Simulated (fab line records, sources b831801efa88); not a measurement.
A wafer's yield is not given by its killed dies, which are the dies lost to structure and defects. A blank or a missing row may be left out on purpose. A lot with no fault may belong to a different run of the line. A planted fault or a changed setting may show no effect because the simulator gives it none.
Which of the tools did it?    flow sky130    12 lots, 36 wafers sampled, at 5 steps of a route of 708

== WHAT THE GAUGES SHOWED, per wafer ==
The record lacks any reading of a measuring or inspecting step that a usual standard deviation could be used to judge.

== WHICH TOOL RAN EACH LOT (tool, then ch and the chambers of the sampled wafers, then the start) ==
lot   SKY_METAL3_SPUTTER_01        SKY_METAL4_SPUTTER_02        SKY_VIA4_CMP_21                SKY_PAD_OPEN_ETCH_07               SKY_PAD_OPEN_PROBE_99
L275  pvdSputter-02, day 36 07:56  pvdSputter-03, day 39 16:43  cmp-01 ch 0,1,2, day 42 20:58  rieDiel-04 ch 0,2, day 45 17:30    prober-02, day 45 19:55
L276  pvdSputter-04, day 36 14:35  pvdSputter-04, day 40 00:19  cmp-02 ch 0,2,3, day 43 03:27  rieDiel-01 ch 0,2, day 45 22:52    prober-01, day 46 01:11
L277  pvdSputter-04, day 37 00:10  pvdSputter-01, day 40 08:50  cmp-02 ch 0,1,2, day 43 12:13  rieDiel-03 ch 0,2,3, day 46 06:02  prober-02, day 46 08:20
L278  pvdSputter-01, day 37 12:43  pvdSputter-04, day 40 19:07  cmp-02 ch 0,2,3, day 43 21:26  rieDiel-01 ch 2,3, day 46 15:45    prober-01, day 46 18:31
L280  pvdSputter-02, day 38 03:43  pvdSputter-01, day 41 10:08  cmp-02 ch 0,1,3, day 44 11:11  rieDiel-03 ch 0,2,3, day 47 04:46  prober-01, day 47 07:08
L282  pvdSputter-02, day 38 18:26  pvdSputter-01, day 42 00:32  cmp-02 ch 2,3, day 45 01:02    rieDiel-03 ch 0,1, day 47 17:10    prober-01, day 47 20:28
L284  pvdSputter-02, day 39 15:40  pvdSputter-03, day 42 21:32  cmp-02 ch 0,1,2, day 45 20:26  rieDiel-03 ch 1,2,3, day 48 09:40  prober-02, day 48 12:04
L285  pvdSputter-04, day 39 15:59  pvdSputter-04, day 42 21:05  cmp-01 ch 0,2, day 45 19:54    rieDiel-01 ch 1,3, day 48 07:54    prober-01, day 48 10:22
L289  pvdSputter-04, day 41 07:28  pvdSputter-04, day 44 10:22  cmp-01 ch 0,1, day 47 04:49    rieDiel-04 ch 0,1,2, day 49 15:05  prober-01, day 49 17:26
L292  pvdSputter-02, day 41 13:41  pvdSputter-04, day 44 14:12  cmp-01 ch 0,1,3, day 47 08:11  rieDiel-03 ch 0,1,3, day 49 17:18  prober-01, day 49 19:39
L296  pvdSputter-02, day 42 21:48  pvdSputter-04, day 45 20:59  cmp-01 ch 1,2,3, day 48 12:02  rieDiel-01 ch 0,1,2, day 50 18:00  prober-01, day 50 20:19
L297  pvdSputter-02, day 43 02:31  pvdSputter-01, day 46 03:48  cmp-02 ch 0,1,2, day 48 17:40  rieDiel-04 ch 0,1,3, day 50 21:04  prober-02, day 50 23:23
- SKY_METAL3_SPUTTER_01: material TiN, target thk 20 nm, time 16.7 s.
- SKY_METAL4_SPUTTER_02: material AlCu, target thk 735 nm, time 39.1 s.
- SKY_VIA4_CMP_21: polishes, stops on SiO2, t overpolish 25 s, target thk 0 nm.
- SKY_PAD_OPEN_ETCH_07: etches the open film in CF4/O2, stops on AlCu, target depth 725 nm, time 161.1 s.
- SKY_PAD_OPEN_PROBE_99

== WHAT THE TOOLS THEMSELVES READ (means of the sampled wafers that have a number; where no wafer has one, the mark that the record gives instead) ==
SKY_METAL3_SPUTTER_01.
lot   tool           throttleValvePct (%)
L275  pvdSputter-02  28.8
L276  pvdSputter-04  29.2
L277  pvdSputter-04  29.2
L278  pvdSputter-01  30.5
L280  pvdSputter-02  28.6
L282  pvdSputter-02  29.2
L284  pvdSputter-02  28.7
L285  pvdSputter-04  28.8
L289  pvdSputter-04  29.8
L292  pvdSputter-02  29.4
L296  pvdSputter-02  29.4
L297  pvdSputter-02  29.2

SKY_METAL4_SPUTTER_02.
lot   tool           throttleValvePct (%)
L275  pvdSputter-03  30.4
L276  pvdSputter-04  29.7
L277  pvdSputter-01  30.5
L278  pvdSputter-04  30.0
L280  pvdSputter-01  29.9
L282  pvdSputter-01  30.7
L284  pvdSputter-03  30.1
L285  pvdSputter-04  29.7
L289  pvdSputter-04  29.8
L292  pvdSputter-04  29.8
L296  pvdSputter-04  29.4
L297  pvdSputter-01  30.3

SKY_VIA4_CMP_21.
lot   tool    motorCurrentA (A)  overpolishRunS (s)  timeToEndpointS (s)
L275  cmp-01  10.5               24.994              126
L276  cmp-02  10.8               25.010              123
L277  cmp-02  11.6               24.998              128
L278  cmp-02  10.7               24.999              124
L280  cmp-02  11.3               24.997              124
L282  cmp-02  11.1               25.007              117
L284  cmp-02  11.5               24.995              122
L285  cmp-01  10.0               24.999              124
L289  cmp-01  11.4               25.004              122
L292  cmp-01  11.5               25.004              129
L296  cmp-01  10.7               24.997              131
L297  cmp-02  11.6               25.002              128

SKY_PAD_OPEN_ETCH_07.
lot   tool        O2_flow_sccm (sccm)  drypumpMotorCurrentA (A)  oesProductAu (a.u.)  throttleValvePct (%)
L275  rieDiel-04  10.02                5.6                       0.981                5.966
L276  rieDiel-01  10.05                5.8                       0.979                5.962
L277  rieDiel-03  9.96                 5.2                       0.974                5.969
L278  rieDiel-01  9.96                 5.8                       0.983                5.958
L280  rieDiel-03  9.99                 5.2                       0.976                5.965
L282  rieDiel-03  10.00                6.3                       0.971                5.964
L284  rieDiel-03  10.03                5.6                       0.978                5.963
L285  rieDiel-01  9.98                 5.4                       0.983                5.956
L289  rieDiel-04  10.04                5.4                       0.981                5.973
L292  rieDiel-03  10.01                5.7                       0.977                5.979
L296  rieDiel-01  10.01                5.5                       0.978                5.956
L297  rieDiel-04  10.02                5.1                       0.978                5.967

SKY_PAD_OPEN_PROBE_99.
lot   tool       defectLimitedYield (%)  killed_at_M0_to_M3  killed_at_M4_up  killedAtContacts  killedAtFrontEnd  killedAtOther  killedDies  killedOnRim  killedOpen  killedShort  sort_bin_3_pad_short (%)  sort_bin_5_function (%)  sort_bin_6_memory (%)  sortNPass  sortYieldPct (%)
L275  prober-02  82.1                    36                  4.3              28                19                0.3            88          20           46          42           1.1                       8.9                      7.8                    404        82.1
L276  prober-01  83.5                    44                  3.3              21                12                0.7            81          16           44          37           1.0                       9.1                      6.4                    411        83.5
L277  prober-02  83.9                    41                  4.7              21                12                1.0            79          16           46          33           1.1                       8.7                      6.2                    413        83.9
L278  prober-01  83.8                    38                  2.3              24                15                0.3            80          14           47          33           0.9                       9.6                      5.6                    412        83.8
L280  prober-01  83.8                    41                  1.7              21                15                0.3            79          15           45          35           0.9                       9.3                      5.9                    413        83.8
L282  prober-01  84.8                    44                  3.7              17                10                0.0            75          17           41          34           0.8                       8.6                      5.8                    417        84.8
L284  prober-02  84.4                    38                  2.0              22                15                0.3            77          15           44          32           0.5                       9.2                      5.8                    415        84.4
L285  prober-01  82.4                    45                  3.0              26                12                0.3            87          16           45          42           0.8                       10.3                     6.5                    405        82.4
L289  prober-01  84.0                    40                  2.0              19                17                0.0            79          18           45          34           0.8                       9.7                      5.5                    413        84.0
L292  prober-01  82.0                    44                  1.3              25                17                0.7            89          17           53          36           0.4                       11.0                     6.6                    403        82.0
L296  prober-01  73.9                    83                  2.7              27                16                0.7            128         24           52          40           2.2                       15.9                     7.9                    364        73.9
L297  prober-02  78.1                    65                  2.7              18                21                1.0            108         17           51          38           1.8                       14.0                     6.1                    384        78.1

== THE ANSWER, worked out from the rows above alone ==
Rule: usual is defined by the lots themselves. The widest of any qualifying gaps counts: lots, ordered by their means at a reading, are off when they make up no more than a third of the lots, leave a main group of 4 or more, and stand apart from it by 3 or more times the standard deviation of that group's means. Not used: any main group whose means are identical at the precision the tables above print for the reading. Also off: a lot with no number at a reading for which 4 or more lots have one. All remaining lots with rows at the step are treated as sound. First the gauges in route order, then the tools' own readings, where a lot's mean is used as printed above. The first step at which some lot is off is used, and at that step the reading that is off furthest; a lot without a number counts as furthest.
Off, at SKY_PAD_OPEN_PROBE_99 on killed_at_M0_to_M3: L296, L297. Main group: mean 41, sd 2.9.
A tool fits if, at that step or a process step before it, it ran every lot that is off, and no sound lot after the first of them. One fits: SKY_METAL3_SPUTTER_01 on pvdSputter-02. A fault onset in the window from L292 (day 41 13:41, its last sound lot) to L296 (day 42 21:48, its first lot off) fits.

== WHAT THE SIMULATOR HAD PUT IN ==
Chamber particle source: pvdSputter-02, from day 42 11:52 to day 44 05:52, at SKY_METAL3_SPUTTER_01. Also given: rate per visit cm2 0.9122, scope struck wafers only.
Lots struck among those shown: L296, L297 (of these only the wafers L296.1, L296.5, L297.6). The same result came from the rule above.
